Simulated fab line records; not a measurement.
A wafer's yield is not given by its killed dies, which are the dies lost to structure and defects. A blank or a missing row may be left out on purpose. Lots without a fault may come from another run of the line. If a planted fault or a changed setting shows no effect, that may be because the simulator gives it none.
fab line records | flow sky130
record: lots: 15 | wafers: 45 | last_day: 50
route steps=708 shown VT_ADJUST_HVTR@141 SONOS_TUNNEL@161 SONOS_ONO@181
lots with no fault: from the same line, run without faults
start_h: the number of hours between the record's first day and the start of the first shown wafer of the lot | wait_h: how many hours have passed since the lot's step before this one | " same as the row above | L1.1+2: a single row standing in for several wafers | - no value present, or no start provided | * or withheld: withheld | < > ~ a bound
route shown NAME@n: names a module that has steps shown in the file, with the first one's number in the route | usual: mean and standard deviation over wafers with no fault | same: alike in all rows | chamber/n: place in a boat | sites: the reading at each site | _std_site: the values' standard deviation | _edge_site: outer sites' mean less inner sites' | radius_mm: how far each site lies from the wafer's centre | mask NAME#n: copy n | behind: the most recent tool/chamber to have shaped the wafer | hold: why the lot went on hold/how many hours it stayed there/how the hold came to an end | device: the transistor (n, p or np) that didn't switch | end of line: the same wafers' tests at the end of the route | for a step that has no rows: nothing shown but its recipe | killed: the dies lost at the first sort to structure and to defects; this is not the yield of the wafer | map: the dies of a wafer, with x for killed, . for not killed, _ for no die there
set.NAME: setting as actually run; set.NAME@STEP: the setting as run at that earlier step | model.NAME: the simulator's own value behind a step, which no gauge read
steps of the route over a sample of lots; a table a step, a row a wafer
services: the hour from which a tool's chamber was out of use, counted from the record's first day as start_h (under 0 if before that day), plus the number of hours and why
== steps ==
step: SKY_VT_ADJUST_HVTR_STRIP_10
recipe: chemistry: O2/N2 | power_w: 1400 | pressure_mtorr: 1500 | platen_temp_c: withheld | o2_flow_sccm: 3000 | n2_flow_sccm: 300 | overash_fraction: 0.5
usual: drypump_motor_current_A: 5.62/0.24 | oes_product_au: 0.716/0.0046 | strip_time_to_endpoint_s: 14.11/0.048
lot.wafer | tool            | chamber | start_h | wait_h | drypump_motor_current_A | oes_product_au | rf_hours_counter_h | strip_time_to_endpoint_s
L685.2    | plasma_asher-04 | 0       | 203.02  | 0.1    | 5.66                    | 0.717          | 55                 | 14.20
L685.3    | "               | 0       | "       | "      | 5.67                    | 0.720          | -                  | 14.17
L685.4    | "               | 1       | "       | "      | 5.91                    | 0.714          | -                  | 14.17
L686.1    | plasma_asher-01 | 1       | 210.92  | 0.1    | 5.44                    | 0.718          | 11                 | 14.18
L686.5    | "               | 0       | "       | "      | 5.57                    | 0.719          | -                  | 14.15
L686.6    | "               | 1       | "       | "      | 5.46                    | 0.711          | -                  | 14.17
L687.2    | plasma_asher-04 | 0       | 226.28  | 0.1    | 5.65                    | 0.709          | 58                 | 14.09
L687.3    | "               | 1       | "       | "      | 5.97                    | 0.712          | -                  | 14.09
L687.5    | "               | 0       | "       | "      | 5.65                    | 0.712          | -                  | 14.05
L688.1    | plasma_asher-01 | 1       | 230.97  | 0.1    | 5.46                    | 0.715          | 13                 | 14.16
L688.4    | "               | 0       | "       | "      | 5.59                    | 0.718          | -                  | 14.12
L688.5    | "               | 1       | "       | "      | 5.46                    | 0.716          | -                  | 14.08
L689.1    | plasma_asher-02 | 1       | 233.94  | 0.1    | 5.26                    | 0.713          | 52                 | 14.09
L689.4    | "               | 0       | "       | "      | 5.78                    | 0.714          | -                  | 14.10
L689.6    | "               | 1       | "       | "      | 5.21                    | 0.712          | -                  | 14.12
L690.1    | plasma_asher-02 | 1       | 242.34  | 0.1    | 5.24                    | 0.725          | 53                 | 14.10
L690.3    | "               | 0       | "       | "      | 5.78                    | 0.719          | -                  | 14.10
L690.5    | "               | 0       | "       | "      | 5.77                    | 0.709          | -                  | 14.07
L691.3    | plasma_asher-01 | 0       | 248.26  | 0.1    | 5.57                    | 0.714          | -                  | 14.09
L691.5    | "               | 1       | "       | "      | 5.46                    | 0.722          | -                  | 14.09
L691.6    | "               | 0       | "       | "      | 5.58                    | 0.717          | -                  | 14.12
L692.1    | plasma_asher-04 | 1       | 256.22  | 0.1    | 5.97                    | 0.716          | 61                 | 14.07
L692.3    | "               | 0       | "       | "      | 5.65                    | 0.722          | -                  | 14.10
L692.4    | "               | 1       | "       | "      | 5.96                    | 0.715          | -                  | 14.03
L693.2    | plasma_asher-04 | 1       | 264.79  | 0.1    | 5.97                    | 0.718          | 62                 | 14.14
L693.5    | "               | 0       | "       | "      | 5.68                    | 0.713          | -                  | 14.10
L693.6    | "               | 1       | "       | "      | 5.94                    | 0.711          | -                  | 14.14
L694.3    | plasma_asher-04 | 1       | 271.80  | 0.1    | 5.97                    | 0.717          | -                  | 14.11
L694.4    | "               | 0       | "       | "      | 5.64                    | 0.710          | -                  | 14.09
L694.6    | "               | 0       | "       | "      | 5.64                    | 0.716          | -                  | 14.05
L695.3    | plasma_asher-02 | 1       | 279.02  | 0.1    | 5.22                    | 0.716          | -                  | 14.04
L695.5    | "               | 0       | "       | "      | 5.75                    | 0.727          | -                  | 14.04
L695.6    | "               | 1       | "       | "      | 5.23                    | 0.724          | -                  | 14.03
L698.1    | plasma_asher-02 | 0       | 300.14  | 0.1    | 5.77                    | 0.708          | 58                 | 14.03
L698.2    | "               | 1       | "       | "      | 5.25                    | 0.718          | 58                 | 14.01
L698.4    | "               | 1       | "       | "      | 5.26                    | 0.711          | -                  | 14.02
L706.2    | plasma_asher-02 | 0       | 351.97  | 0.1    | 5.77                    | 0.716          | 63                 | 14.12
L706.4    | "               | 1       | "       | "      | 5.23                    | 0.718          | -                  | 14.10
L706.5    | "               | 1       | "       | "      | 5.22                    | 0.717          | -                  | 14.11
L705.1    | plasma_asher-02 | 0       | 354.72  | 0.1    | 5.76                    | 0.714          | 63                 | 14.19
L705.5    | "               | 1       | "       | "      | 5.24                    | 0.717          | -                  | 14.18
L705.6    | "               | 0       | "       | "      | 5.77                    | 0.718          | -                  | 14.14
L707.3    | plasma_asher-04 | 0       | 360.92  | 0.1    | 5.67                    | 0.710          | -                  | 14.10
L707.4    | "               | 1       | "       | "      | 5.94                    | 0.716          | -                  | 14.09
L707.6    | "               | 1       | "       | "      | 5.96                    | 0.723          | -                  | 14.12
step: SKY_SONOS_TUNNEL_CD_MEAS_07
recipe: target_cd_nm: 410
usual: cd_nm: 409.2/2.2
lot.wafer | tool      | chamber | start_h | wait_h | cd_nm
L685.2    | cd_sem-02 | -       | 247.88  | 0.1    | 411.3
L685.3    | "         | -       | "       | "      | 411.3
L685.4    | "         | -       | "       | "      | 411.8
L686.1    | cd_sem-01 | -       | 256.08  | 0.1    | 406.6
L686.5    | "         | -       | "       | "      | 406.7
L686.6    | "         | -       | "       | "      | 408.8
L687.2    | cd_sem-01 | -       | 273.04  | 0.1    | 404.0
L687.3    | "         | -       | "       | "      | 403.1
L687.5    | "         | -       | "       | "      | 404.8
L688.1    | cd_sem-01 | -       | 278.23  | 0.1    | 408.6
L688.4    | "         | -       | "       | "      | 411.7
L688.5    | "         | -       | "       | "      | 409.2
L689.1    | cd_sem-01 | -       | 281.48  | 0.1    | 413.0
L689.4    | "         | -       | "       | "      | 411.0
L689.6    | "         | -       | "       | "      | 412.6
L690.1    | cd_sem-01 | -       | 290.66  | 0.1    | 407.3
L690.3    | "         | -       | "       | "      | 408.8
L690.5    | "         | -       | "       | "      | 405.2
L691.3    | cd_sem-01 | -       | 296.36  | 0.1    | 409.4
L691.5    | "         | -       | "       | "      | 410.2
L691.6    | "         | -       | "       | "      | 408.4
L692.1    | cd_sem-01 | -       | 306.18  | 0.1    | 408.6
L692.3    | "         | -       | "       | "      | 408.8
L692.4    | "         | -       | "       | "      | 407.4
L693.2    | cd_sem-02 | -       | 316.17  | 0.2    | 409.8
L693.5    | "         | -       | "       | "      | 406.7
L693.6    | "         | -       | "       | "      | 408.2
L694.3    | cd_sem-01 | -       | 322.22  | 0.1    | 411.1
L694.4    | "         | -       | "       | "      | 410.0
L694.6    | "         | -       | "       | "      | 411.0
L695.3    | cd_sem-01 | -       | 330.41  | 0.1    | 412.0
L695.5    | "         | -       | "       | "      | 407.1
L695.6    | "         | -       | "       | "      | 410.6
L698.1    | cd_sem-02 | -       | 353.38  | 0.1    | 407.8
L698.2    | "         | -       | "       | "      | 409.6
L698.4    | "         | -       | "       | "      | 411.2
L706.2    | cd_sem-02 | -       | 407.95  | 0.1    | 407.9
L706.4    | "         | -       | "       | "      | 409.9
L706.5    | "         | -       | "       | "      | 407.9
L705.1    | cd_sem-01 | -       | 412.02  | 0.1    | 409.9
L705.5    | "         | -       | "       | "      | 408.5
L705.6    | "         | -       | "       | "      | 407.7
L707.3    | cd_sem-01 | -       | 418.71  | 0.1    | 411.4
L707.4    | "         | -       | "       | "      | 408.9
L707.6    | "         | -       | "       | "      | 410.8
step: SKY_SONOS_TUNNEL_IMPLANT_09
recipe: species: B | energy_kev: 20 | dose_cm2: 1e+12 | tilt_deg: withheld
usual: beam_energy_keV: 19.999/0.0062 | beam_on_s: 10.04/0.2
lot.wafer | tool         | chamber | start_h | wait_h | beam_energy_keV | beam_on_s
L685.2    | implanter-01 | 0       | 248.04  | 0.0    | 19.998          | 9.61
L685.3    | "            | 0       | "       | "      | 19.994          | 10.05
L685.4    | "            | 0       | "       | "      | 19.993          | 9.95
L686.1    | implanter-01 | 0       | 256.24  | 0.0    | 20.007          | 10.12
L686.5    | "            | 0       | "       | "      | 20.002          | 10.08
L686.6    | "            | 0       | "       | "      | 19.993          | 10.15
L687.2    | implanter-01 | 0       | 273.20  | 0.0    | 20.011          | 10.29
L687.3    | "            | 0       | "       | "      | 19.994          | 9.80
L687.5    | "            | 0       | "       | "      | 20.002          | 10.09
L688.1    | implanter-01 | 0       | 278.39  | 0.0    | 19.998          | 10.29
L688.4    | "            | 0       | "       | "      | 20.001          | 10.44
L688.5    | "            | 0       | "       | "      | 19.995          | 9.83
L689.1    | implanter-01 | 0       | 281.64  | 0.0    | 19.991          | 10.31
L689.4    | "            | 0       | "       | "      | 19.996          | 9.92
L689.6    | "            | 0       | "       | "      | 20.000          | 10.17
L690.1    | implanter-01 | 0       | 290.82  | 0.0    | 20.000          | 9.96
L690.3    | "            | 0       | "       | "      | 20.013          | 9.89
L690.5    | "            | 0       | "       | "      | 20.011          | 9.81
L691.3    | implanter-01 | 0       | 296.52  | 0.1    | 19.995          | 9.92
L691.5    | "            | 0       | "       | "      | 19.997          | 10.11
L691.6    | "            | 0       | "       | "      | 19.991          | 10.65
L692.1    | implanter-01 | 0       | 306.34  | 0.0    | 20.010          | 9.92
L692.3    | "            | 0       | "       | "      | 19.994          | 9.82
L692.4    | "            | 0       | "       | "      | 19.998          | 10.06
L693.2    | implanter-03 | 0       | 316.33  | 0.0    | 20.004          | 9.70
L693.5    | "            | 0       | "       | "      | 20.001          | 10.24
L693.6    | "            | 0       | "       | "      | 19.998          | 9.98
L694.3    | implanter-01 | 0       | 322.39  | 0.1    | 19.992          | 10.16
L694.4    | "            | 0       | "       | "      | 19.992          | 10.18
L694.6    | "            | 0       | "       | "      | 19.987          | 10.17
L695.3    | implanter-03 | 0       | 330.57  | 0.1    | 20.001          | 10.07
L695.5    | "            | 0       | "       | "      | 20.008          | 9.90
L695.6    | "            | 0       | "       | "      | 19.997          | 10.16
L698.1    | implanter-03 | 0       | 353.54  | 0.0    | 20.002          | 10.21
L698.2    | "            | 0       | "       | "      | 20.001          | 9.96
L698.4    | "            | 0       | "       | "      | 20.005          | 10.12
L706.2    | implanter-03 | -       | 408.11  | 0.0    | -               | -
L706.4    | "            | -       | "       | "      | -               | -
L706.5    | "            | -       | "       | "      | -               | -
L705.1    | implanter-02 | -       | 412.17  | 0.0    | -               | -
L705.5    | "            | -       | "       | "      | -               | -
L705.6    | "            | -       | "       | "      | -               | -
L707.3    | implanter-03 | -       | 418.87  | 0.1    | -               | -
L707.4    | "            | -       | "       | "      | -               | -
L707.6    | "            | -       | "       | "      | -               | -
step: SKY_SONOS_TUNNEL_TW_MEAS_12
usual: SONOS_TUNNEL_TW: 196.9/2.4
lot.wafer | tool          | chamber | start_h | wait_h | SONOS_TUNNEL_TW
L685.2    | film_metro-04 | -       | 248.44  | 0.0    | 196.4
L685.3    | "             | -       | "       | "      | 195.2
L685.4    | "             | -       | "       | "      | 195.9
L686.1    | film_metro-04 | -       | 256.65  | 0.0    | 196.0
L686.5    | "             | -       | "       | "      | 196.2
L686.6    | "             | -       | "       | "      | 195.5
L687.2    | film_metro-02 | -       | 273.60  | 0.0    | 195.7
L687.3    | "             | -       | "       | "      | 196.3
L687.5    | "             | -       | "       | "      | 195.0
L688.1    | film_metro-01 | -       | 278.97  | 0.0    | 200.1
L688.4    | "             | -       | "       | "      | 198.8
L688.5    | "             | -       | "       | "      | 199.3
L689.1    | film_metro-04 | -       | 282.13  | 0.0    | 196.3
L689.4    | "             | -       | "       | "      | 195.5
L689.6    | "             | -       | "       | "      | 195.7
L690.1    | film_metro-02 | -       | 291.24  | 0.0    | 195.2
L690.3    | "             | -       | "       | "      | 194.3
L690.5    | "             | -       | "       | "      | 194.2
L691.3    | film_metro-01 | -       | 296.91  | 0.0    | 200.3
L691.5    | "             | -       | "       | "      | 199.3
L691.6    | "             | -       | "       | "      | 199.1
L692.1    | film_metro-01 | -       | 306.80  | 0.0    | 199.5
L692.3    | "             | -       | "       | "      | 199.8
L692.4    | "             | -       | "       | "      | 198.9
L693.2    | film_metro-04 | -       | 316.73  | 0.0    | 196.7
L693.5    | "             | -       | "       | "      | 195.3
L693.6    | "             | -       | "       | "      | 195.1
L694.3    | film_metro-04 | -       | 322.77  | 0.0    | 195.5
L694.4    | "             | -       | "       | "      | 195.4
L694.6    | "             | -       | "       | "      | 195.3
L695.3    | film_metro-01 | -       | 330.96  | 0.0    | 199.6
L695.5    | "             | -       | "       | "      | 198.5
L695.6    | "             | -       | "       | "      | 198.3
L698.1    | film_metro-04 | -       | 353.95  | 0.0    | 196.1
L698.2    | "             | -       | "       | "      | 195.7
L698.4    | "             | -       | "       | "      | 195.2
L706.2    | film_metro-01 | -       | 408.51  | 0.0    | 30.5
L706.4    | "             | -       | "       | "      | 30.4
L706.5    | "             | -       | "       | "      | 30.5
L705.1    | film_metro-01 | -       | 412.59  | 0.0    | 30.6
L705.5    | "             | -       | "       | "      | 30.3
L705.6    | "             | -       | "       | "      | 30.5
L707.3    | film_metro-04 | -       | 419.25  | 0.0    | 29.6
L707.4    | "             | -       | "       | "      | 29.7
L707.6    | "             | -       | "       | "      | 29.6
step: SKY_SONOS_ONO_CD_MEAS_13
recipe: target_cd_nm: 410
usual: cd_nm: 409.5/2.6
lot.wafer | tool      | chamber | start_h | wait_h | cd_nm
L685.2    | cd_sem-01 | -       | 277.49  | 0.1    | 413.7
L685.3    | "         | -       | "       | "      | 411.3
L685.4    | "         | -       | "       | "      | 411.6
L686.1    | cd_sem-01 | -       | 285.90  | 0.2    | 402.0
L686.5    | "         | -       | "       | "      | 402.3
L686.6    | "         | -       | "       | "      | 403.9
L687.2    | cd_sem-01 | -       | 304.69  | 0.1    | 409.9
L687.3    | "         | -       | "       | "      | 413.1
L687.5    | "         | -       | "       | "      | 409.6
L688.1    | cd_sem-01 | -       | 310.12  | 0.1    | 406.6
L688.4    | "         | -       | "       | "      | 405.2
L688.5    | "         | -       | "       | "      | 405.9
L689.1    | cd_sem-01 | -       | 316.77  | 0.1    | 409.9
L689.4    | "         | -       | "       | "      | 410.6
L689.6    | "         | -       | "       | "      | 409.6
L690.1    | cd_sem-02 | -       | 321.92  | 0.1    | 411.9
L690.3    | "         | -       | "       | "      | 413.3
L690.5    | "         | -       | "       | "      | 410.5
L691.3    | cd_sem-02 | -       | 327.32  | 0.1    | 408.4
L691.5    | "         | -       | "       | "      | 407.1
L691.6    | "         | -       | "       | "      | 410.7
L692.1    | cd_sem-01 | -       | 336.82  | 0.1    | 413.8
L692.3    | "         | -       | "       | "      | 413.3
L692.4    | "         | -       | "       | "      | 413.0
L693.2    | cd_sem-01 | -       | 350.39  | 0.1    | 408.5
L693.5    | "         | -       | "       | "      | 406.6
L693.6    | "         | -       | "       | "      | 408.3
L694.3    | cd_sem-01 | -       | 357.82  | 0.1    | 411.7
L694.4    | "         | -       | "       | "      | 412.8
L694.6    | "         | -       | "       | "      | 412.0
L695.3    | cd_sem-02 | -       | 367.57  | 0.1    | 408.9
L695.5    | "         | -       | "       | "      | 407.2
L695.6    | "         | -       | "       | "      | 409.0
L698.1    | cd_sem-02 | -       | 388.73  | 0.1    | 411.8
L698.2    | "         | -       | "       | "      | 408.9
L698.4    | "         | -       | "       | "      | 410.4
== services ==
tool            | chamber | start_h | hours | kind
implanter-02    | -       | 180.64  | 0.8   | repair
plasma_asher-02 | -       | 185.47  | 13.6  | repair
plasma_asher-01 | -       | 191.64  | 2.0   | repair
implanter-03    | -       | 209.13  | 2.0   | repair
implanter-03    | -       | 227.16  | 5.1   | repair
implanter-03    | -       | 279.13  | 4.1   | repair
plasma_asher-02 | -       | 284.48  | 5.2   | repair
implanter-03    | -       | 294.46  | 1.4   | repair
implanter-03    | -       | 304.55  | 4.8   | pm
implanter-02    | -       | 310.71  | 5.7   | pm
implanter-02    | -       | 318.65  | 1.3   | repair
implanter-01    | -       | 340.26  | 11.3  | pm
plasma_asher-04 | -       | 349.62  | 0.7   | repair
plasma_asher-04 | -       | 358.22  | 2.4   | repair
implanter-03    | -       | 379.98  | 1.7   | repair
implanter-01    | -       | 383.85  | 30.0  | repair
== key ==
first_sign: step: SKY_SONOS_TUNNEL_IMPLANT_09 | reading: tool_record | direction: missing
effect: step: SKY_SONOS_TUNNEL_TW_MEAS_12 | reading: SONOS_TUNNEL_TW | direction: down | sigmas: 69 | usual: 196.9 | struck: 30.2
met_at SKY_SONOS_TUNNEL_IMPLANT_09
struck_lots L705,L706,L707
later_rows_left_out L705.1,L705.5,L705.6,L706.2,L706.4,L706.5,L707.3,L707.4,L707.6
sort_left_out L705.1,L705.5,L705.6,L706.2,L706.4,L706.5,L707.3,L707.4,L707.6
tester_left_out L705,L706,L707
not_acting_at SKY_VT_ADJUST_HVTR_STRIP_10,SKY_SONOS_TUNNEL_CD_MEAS_07,SKY_SONOS_ONO_CD_MEAS_13
onset_between 353.54 408.11
fault: kind: skipped_step_whole | tool: implanter-02,implanter-03 | chamber: - | onset_h: 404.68 | steps: SKY_SONOS_TUNNEL_IMPLANT_09 | scope: struck_lots_only
tester_left_out: of these lots the tester's yield and bins aren't shown, on N5 and GAA mostly nor the transistor test; their killed dies are dies lost to structure and defects alone, not to doping, threshold or leakage, so they don't give the yield
sort_left_out: the simulated sort isn't trusted on such a fault, so these wafers' sort isn't shown, and their yield isn't known
later_rows_left_out: the simulator's readings of these wafers behind a module that went badly wrong aren't trusted and aren't shown, but for the sort
